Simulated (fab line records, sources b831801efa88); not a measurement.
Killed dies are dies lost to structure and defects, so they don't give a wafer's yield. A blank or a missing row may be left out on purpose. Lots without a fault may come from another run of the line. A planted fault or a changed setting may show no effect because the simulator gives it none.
fab line records | flow sfq_line
record lots=14 wafers=40 last_day=100
route steps=325 shown M3@129 I7@297 M8@323
lots that met no fault: from a run of the same line without faults
start_h: hours from the record's first day to the start of the lot's first wafer shown | wait_h: hours since the lot's step before | " the same as in the row above | L1.1+2: a row that stands for several wafers | - no value, or no start given | * or withheld: withheld | < > ~ a bound
route shown NAME@n: a module of which the file shows steps, and the number in the route of the first | usual: mean/standard deviation of fault-free wafers | same: alike in all rows | chamber/n: place in a boat | sites: the reading at each site | _std_site: their standard deviation | _edge_site: outer sites' mean less inner sites' | radius_mm: how far each site lies from the wafer's centre | mask NAME#n: copy n | behind: the tool/chamber that last shaped the wafer | hold: why the lot was held/for how many hours/how that ended | device: the transistor (n, p or np) that didn't switch | end of line: the same wafers' tests at the end of the route | a step without rows: its recipe alone | killed: dies lost to structure and defects at the first sort, not the wafer's yield | map: a wafer's dies, x killed, . not, _ none there
set.NAME: the setting as run; set.NAME@STEP: as run at that earlier step | model.NAME: the simulator's own value behind a step, which no gauge read
steps of the route over a sample of lots; a table a step, a row a wafer
services: from which hour (start_h, from the record's first day; less than 0 if before it) a tool's chamber was out of use, for how many hours, and why
## steps
# step SFQ_TRILAYER_M3_BARC_OPEN_METAL_ETCH_100
# recipe mask_material=PR chemistry=O2 target_depth_nm=125 target=BARC icp_w=600 bias_w=80 pressure_mtorr=10 time_s=41.7
# usual bias_w=80.02/0.25 drypump_motor_current_A=5.9/0.45 oes_product_au=0.685/0.0046 run_length_s=69.9/0.58
# columns lot.wafer tool chamber start_h wait_h bias_w drypump_motor_current_A oes_product_au rf_hours_counter_h run_length_s
L623.1 rie_metal-03 0 1041.62 0.0 80.12 6.0 0.696 82 69.6
L623.2 " 0 " " 79.83 6.0 0.687 - 69.6
L623.3 " 0 " " 79.67 6.0 0.688 - 70.3
L624.1 rie_metal-03 0 1068.75 0.0 79.87 6.0 0.680 87 69.7
L624.3 " 0 " " 80.03 6.0 0.684 - 69.8
L624.5 " 0 " " 80.16 6.0 0.688 - 69.5
L625.2 rie_metal-02 0 1074.43 0.0 80.65 5.6 0.681 28 69.4
L625.4 " 1 " " 80.12 6.3 0.679 - 70.6
L625.6 " 1 " " 79.93 6.3 0.693 - 70.5
L627.2 rie_metal-02 1 1087.63 0.0 80.11 6.3 0.689 65 70.7
L627.4 " 1 " " 80.02 6.3 0.690 - 70.9
L627.6 " 0 " " 79.98 5.5 0.690 - 69.3
L628.1 rie_metal-02 1 1101.08 0.0 80.08 6.3 0.693 67 70.8
L628.4 " 0 " " 79.71 5.6 0.688 - 69.5
L628.5 " 1 " " 79.58 6.3 0.694 - 70.7
L629.1 rie_metal-03 0 1135.01 0.0 80.04 6.0 0.683 94 69.6
L629.4 " 1 " " 80.25 5.3 0.682 - 69.1
L629.5 " 1 " " 80.37 5.3 0.686 - 69.1
L631.1 rie_metal-02 0 1150.84 0.0 79.56 5.6 0.692 37 69.3
L631.2 " 1 " " 80.39 6.3 0.679 73 70.7
L631.4 " 0 " " 79.63 5.6 0.680 - 69.5
L633.3 rie_metal-03 1 1183.20 0.0 - 5.2 0.712 - 67.9
L633.5 " 1 " " - 5.3 0.710 - 68.1
L634.4 rie_metal-03 1 1186.80 0.0 - 5.3 0.714 - 67.6
L634.6 " 0 " " - 6.0 0.705 - 68.5
L637.1 rie_metal-02 1 1203.84 0.0 80.26 6.3 0.686 80 70.6
L637.2 " 0 " " 79.84 5.6 0.684 45 69.6
L637.5 " 0 " " 79.73 5.6 0.685 - 69.4
L641.3 rie_metal-04 1 1232.40 0.0 79.80 6.1 0.682 - 69.4
L641.5 " 0 " " 80.14 6.7 0.684 - 70.5
L641.6 " 1 " " 80.45 6.1 0.684 - 69.6
L643.3 rie_metal-02 0 1237.22 0.0 80.00 5.6 0.685 - 69.4
L643.4 " 1 " " 79.85 6.4 0.691 - 70.7
L643.6 " 0 " " 80.25 5.6 0.689 - 69.4
L644.2 rie_metal-04 1 1248.83 0.0 80.02 6.1 0.680 114 69.4
L644.3 " 1 " " 79.83 6.1 0.681 - 69.5
L644.4 " 0 " " 80.00 6.7 0.689 - 70.4
L645.1 rie_metal-02 0 1268.51 0.0 80.06 5.6 0.691 53 69.5
L645.4 " 0 " " 79.87 5.6 0.686 - 69.4
L645.5 " 1 " " 80.16 6.3 0.681 - 71.2
# step SFQ_TRILAYER_I7_CMP_CMP_184
# recipe material=SiO2 down_force_psi=3 platen_rpm=60 pad_velocity_m_s=0.94248
# usual head_pressure_psi=3.000/0.007 motor_current_A=10.5/0.66 time_to_endpoint_s=210/8
# columns lot.wafer tool chamber start_h wait_h head_pressure_psi motor_current_A time_to_endpoint_s
L623.1 cmp-02 3 1911.92 0.0 2.998 10.8 223
L623.3 " 0 " " 2.998 10.9 214
L623.2 " 2 1913.42 1.5 3.019 9.7 213
L624.3 cmp-01 1 1943.14 2.3 3.006 11.0 214
L624.1 " 2 " " 2.995 9.2 214
L624.5 " 0 1944.64 3.8 3.002 10.0 221
L625.2 cmp-02 2 1943.24 0.0 3.007 9.9 209
L625.4 " 1 1944.74 1.5 3.005 10.7 214
L625.6 " 3 1945.74 2.5 2.998 11.3 205
L627.2 cmp-02 3 1951.03 1.0 3.007 11.2 202
L627.4 " 0 " " 2.998 9.9 214
L627.6 " 1 " " 3.008 11.3 204
L628.1 cmp-02 1 1954.03 1.7 2.996 10.5 214
L628.4 " 2 " " 3.010 10.3 228
L628.5 " 0 1955.53 3.1 3.004 9.8 228
L629.4 cmp-02 0 2027.35 0.0 2.985 10.2 226
L629.1 " 1 " " 3.009 10.6 210
L629.5 " 0 2029.35 2.0 2.997 10.5 225
L631.4 cmp-02 3 2127.22 7.9 2.998 11.3 205
L631.2 " 0 " " 2.998 11.0 208
L631.1 " 1 " " 2.991 11.3 194
L633.3 cmp-01 2 2173.44 1.0 2.996 9.7 209
L633.5 " 0 2174.44 2.0 2.995 10.4 212
L634.4 cmp-02 2 2177.83 1.0 2.995 10.2 217
L634.6 " 1 2179.33 2.5 2.999 10.2 219
L637.1 cmp-01 3 2194.04 0.0 2.998 9.9 198
L637.2 " 2 2195.54 1.5 2.997 9.1 199
L637.5 " 3 " " 3.001 10.4 200
L641.3 cmp-01 3 2213.58 1.5 2.993 10.5 200
L641.5 " 0 " " 3.002 10.2 211
L641.6 " 1 " " 3.002 11.3 206
L643.3 cmp-01 3 2217.53 0.7 2.991 10.2 198
L643.4 " 0 " " 3.005 10.2 207
L643.6 " 3 2219.53 2.7 2.994 10.0 202
L644.2 cmp-01 0 2233.49 0.0 2.988 9.5 205
L644.3 " 2 2234.49 1.0 3.000 8.7 210
L644.4 " 3 " " 2.998 10.5 202
L645.1 cmp-02 0 2238.47 0.0 3.017 10.8 220
L645.4 " 3 2239.97 1.5 3.000 11.6 209
L645.5 " 0 " " 3.000 10.7 222
# step SFQ_M8_THK_MEAS_950
# recipe thk_meas_gauge=xrf reads=Au_of_TRILAYER_M8_DEP_EVAP_196
# usual M8_AU_THK=177.0/2.6
# columns lot.wafer tool chamber start_h wait_h M8_AU_THK[nm]
L623.1 film_metro-02 - 2034.41 0.1 176.2
L623.2 " - " " 176.6
L623.3 " - " " 176.2
L624.1 film_metro-03 - 2059.61 0.1 177.7
L624.3 " - " " 179.4
L624.5 " - " " 177.5
L625.2 film_metro-03 - 2063.22 0.1 179.7
L625.4 " - " " 178.8
L625.6 " - " " 178.1
L627.2 film_metro-02 - 2069.29 0.1 176.9
L627.4 " - " " 178.9
L627.6 " - " " 176.3
L628.1 film_metro-02 - 2071.68 0.1 180.9
L628.4 " - " " 180.0
L628.5 " - " " 179.2
L629.1 film_metro-01 - 2073.01 0.1 179.0
L629.4 " - " " 179.4
L629.5 " - " " 177.6
L631.1 film_metro-01 - 2139.13 0.1 181.0
L631.2 " - " " 179.9
L631.4 " - " " 179.4
L633.3 film_metro-03 - 2270.69 0.1 178.2
L633.5 " - " " 176.2
L634.4 film_metro-01 - 2274.30 0.1 181.4
L634.6 " - " " 182.2
L637.1 film_metro-03 - 2292.27 0.1 173.4
L637.2 " - " " 171.3
L637.5 " - " " 171.4
L641.3 film_metro-02 - 2400.31 0.1 179.1
L641.5 " - " " 180.3
L641.6 " - " " 180.1
L643.3 film_metro-02 - 2401.80 0.1 177.3
L643.4 " - " " 176.8
L643.6 " - " " 176.1
L644.2 film_metro-02 - 2402.53 0.1 177.5
L644.3 " - " " 175.6
L644.4 " - " " 177.2
L645.1 film_metro-03 - 2403.37 0.1 176.2
L645.4 " - " " 176.9
L645.5 " - " " 176.1
# step SFQ_M8_BOW_MEAS_951
# recipe mode=bow
# usual M8_BOW=11/11
# columns lot.wafer tool chamber start_h wait_h M8_BOW[um]
L623.1 film_metro-01 - 2034.64 0.0 -7
L623.2 " - " " 6
L623.3 " - " " 0
L624.1 film_metro-02 - 2059.84 0.0 4
L624.3 " - " " -3
L624.5 " - " " 0
L625.2 film_metro-02 - 2063.46 0.0 18
L625.4 " - " " 6
L625.6 " - " " 2
L627.2 film_metro-03 - 2069.54 0.0 14
L627.4 " - " " 17
L627.6 " - " " 7
L628.1 film_metro-03 - 2071.92 0.0 22
L628.4 " - " " 26
L628.5 " - " " 20
L629.1 film_metro-02 - 2073.24 0.0 27
L629.4 " - " " 17
L629.5 " - " " 25
L631.1 film_metro-02 - 2139.39 0.0 6
L631.2 " - " " 0
L631.4 " - " " 1
L633.3 film_metro-01 - 2271.15 0.0 16
L633.5 " - " " 3
L634.4 film_metro-02 - 2274.74 0.1 23
L634.6 " - " " 30
L637.1 film_metro-01 - 2292.51 0.0 16
L637.2 " - " " 10
L637.5 " - " " 18
L641.3 film_metro-03 - 2400.56 0.0 19
L641.5 " - " " 17
L641.6 " - " " -2
L643.3 film_metro-03 - 2402.05 0.0 -2
L643.4 " - " " -4
L643.6 " - " " -3
L644.2 film_metro-01 - 2402.95 0.0 2
L644.3 " - " " 4
L644.4 " - " " 3
L645.1 film_metro-01 - 2403.60 0.0 9
L645.4 " - " " 10
L645.5 " - " " 3
## services
# columns tool chamber start_h hours kind
cmp-02 - 1055.29 0.4 repair
cmp-02 - 1064.85 3.3 pm
cmp-02 - 1103.49 1.5 repair
cmp-02 - 1113.84 0.3 repair
cmp-02 - 1148.58 1.0 repair
cmp-02 - 1153.76 0.6 repair
cmp-02 - 1179.80 6.4 repair
cmp-02 - 1195.62 11.4 pm
cmp-02 - 1208.89 2.4 repair
cmp-02 - 1234.66 0.8 repair
cmp-02 - 1257.54 4.0 pm
cmp-02 - 1273.54 4.1 pm
cmp-02 - 1299.80 1.5 repair
cmp-02 - 1319.44 1.2 repair
cmp-02 - 1494.06 2.3 repair
cmp-02 - 1599.11 4.0 pm
cmp-02 - 1661.58 1.5 repair
cmp-02 - 1686.54 0.5 repair
cmp-02 - 1721.85 4.1 pm
cmp-02 - 1820.97 4.6 repair
cmp-02 - 1847.37 0.3 repair
cmp-02 - 1854.93 3.6 repair
cmp-02 - 1857.31 0.7 repair
cmp-02 - 1888.46 1.9 repair
## key
first_sign step=SFQ_TRILAYER_M3_BARC_OPEN_METAL_ETCH_100 reading=oes_product_au direction=up sigmas=5.5 usual=0.685 struck=0.710
effect step=SFQ_TRILAYER_M3_BARC_OPEN_METAL_ETCH_100 reading=run_length_s direction=down sigmas=3.1 usual=* struck=*
met_at SFQ_TRILAYER_M3_BARC_OPEN_METAL_ETCH_100
struck_lots L633,L634
not_acting_at SFQ_TRILAYER_I7_CMP_CMP_184,SFQ_M8_THK_MEAS_950,SFQ_M8_BOW_MEAS_951
onset_between 1135.01 1183.20
fault kind=process_parameter_drift tool=rie_metal-03 chamber=- onset_h=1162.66 steps=SFQ_TRILAYER_M3_BARC_OPEN_METAL_ETCH_100 channel=time_s offset=* shape=step end_h=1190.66 acts_in=* stated=*
